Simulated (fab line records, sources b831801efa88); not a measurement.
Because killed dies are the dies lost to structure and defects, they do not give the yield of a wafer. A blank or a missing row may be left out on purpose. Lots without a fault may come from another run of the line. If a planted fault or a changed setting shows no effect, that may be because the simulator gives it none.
Matching of chambers ; flow sky130 ; SKY_CONTACT_CMP_04 on cmp-02: 4 sister chambers
The step polishes SiO2. 4 wafers are shown with their chamber, then 8 later ones without.

## WAFERS, EACH WITH ITS CHAMBER
wafer;chamber;motor current A (A)
L725.3;0;11.0
L732.4;3;11.8
L732.6;2;13.4
L735.1;1;12.7

## WAFERS WITH NO CHAMBER GIVEN
wafer;motor current A (A)
L735.4;11.7
L735.5;13.3
L736.2;10.6
L736.5;11.2
L736.6;10.8
L738.3;11.1
L738.4;12.5
L738.5;10.7

## WHICH CHAMBER EACH ONE RAN IN
wafer;from the rows above;in truth
L735.4;3;3
L735.5;2;2
L736.2;0;0
L736.5;can't be placed: 0 or 3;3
L736.6;0;0
L738.3;0;0
L738.4;1;1
L738.5;0;0
Correctly placed: 7 of 8. Not placeable from these rows: 1 (in 1, the candidates include the true chamber). Number placed wrongly: 0.
How it was worked out, from the rows above alone: a wafer's distance from a chamber is the root of the sum, over the readings, of the square of ((its reading less the chamber's mean) divided by the reading's scatter). The wafer belongs to the nearest chamber; if the next one is less than 2 further off, it can't be placed. The mean given for a chamber averages the wafers shown for that chamber. The scatter: with one shown wafer a chamber, the root of the mean of the squares of how far each hidden wafer lies from its nearest shown one.
